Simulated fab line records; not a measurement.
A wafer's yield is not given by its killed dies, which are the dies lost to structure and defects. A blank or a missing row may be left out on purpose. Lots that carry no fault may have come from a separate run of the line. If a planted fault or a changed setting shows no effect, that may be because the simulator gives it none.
A lot that was struck, set against a sound lot :: flow sky130 :: 14 steps out of a route of 708
Sound: the wafers L739.1, L739.2, L739.3. Wafers struck: L746.3, L746.5, L746.6. The cause comes at the end.
Per side, at each step with rows, come the tool, then ch with its chambers, and then its first start. Under that, the readings that differ: sound wafers :: struck wafers :: difference of the means :: sigmas: that difference in standard deviations of wafers without a fault.
alike: readings with means less than 2 such deviations apart, plus words and numbers identical on both sides. not compared: withheld readings, readings lacking a value on some wafer, bounds such as >300 that could conceal the same value, and numbers that have no deviation in the record and whose values overlap.
A row with sigmas, a row that says differs or no value, or rows on one side alone: a step with any of these is where the two part. When numbers do not overlap yet have no deviation, they are printed without sigmas and do not part them. Lack of a reading on every wafer of one side parts them only where that side has two or more wafers.

SKY_CONTACT_THK_MEAS_01:
  sound on film_metro-04, day 33 18:11; struck on film_metro-01, day 36 03:10
  alike: CONTACT_CVD_00_THK
then, 1 step without rows for these wafers: SKY_CONTACT_HDPCVD_02 (deposits SiO2, target thk 565 nm, time 94.2 s).
SKY_CONTACT_THK_MEAS_03:
  sound on film_metro-04, day 33 18:19; struck on film_metro-02, day 36 03:17
  alike: CONTACT_HDPCVD_THK
SKY_CONTACT_CMP_04: polishes SiO2.
  sound on cmp-01 ch 0,1,2, day 33 18:26; struck on cmp-02 ch 1,2,3, day 36 03:29
  alike: motor_current_A, platen_rpm, time_to_endpoint_s
SKY_CONTACT_BOW_MEAS_05:
  sound on film_metro-04, day 33 18:41; struck on film_metro-02, day 36 03:40
  alike: CONTACT_BOW
then, 7 steps without rows for these wafers: SKY_CONTACT_DEHYDRATE_06 (time 60 s); SKY_CONTACT_HMDS_07 (prime time 60 s); SKY_CONTACT_COAT_08 (resist thk 60 nm); SKY_CONTACT_COAT_09 (resist thk 450 nm); SKY_CONTACT_SOFTBAKE_10 (time 90 s); SKY_CONTACT_EXPOSE_11 (exposes mask CTM1, target cd 170 nm); SKY_CONTACT_PEB_12.
SKY_CONTACT_DEVELOP_13: develop time 60 s.
  sound on litho_track-01 ch 0, day 34 20:00; struck on litho_track-01 ch 0, day 37 05:00
reading: developer_temp_C (C)
sound: 20.78 21.00 20.83
struck: 20.22 20.10 20.23
difference: -0.69
sigmas: -6
  alike: exhaust_pa
SKY_CONTACT_CD_MEAS_14: target cd 170 nm.
  sound on cd_sem-02, day 34 20:43; struck on cd_sem-02, day 37 05:24
reading: cd_nm (nm)
sound: 167.2 166.3 167.3
struck: 171.3 170.2 170.6
difference: +3.8
sigmas: +2

WHERE THEY PART
Last at SKY_CONTACT_CD_MEAS_14 as far as this record goes, first at SKY_CONTACT_DEVELOP_13.

WHY: whatever the simulator had introduced
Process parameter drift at SKY_CONTACT_DEVELOP_13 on litho_track-01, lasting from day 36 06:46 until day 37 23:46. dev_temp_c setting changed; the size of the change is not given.
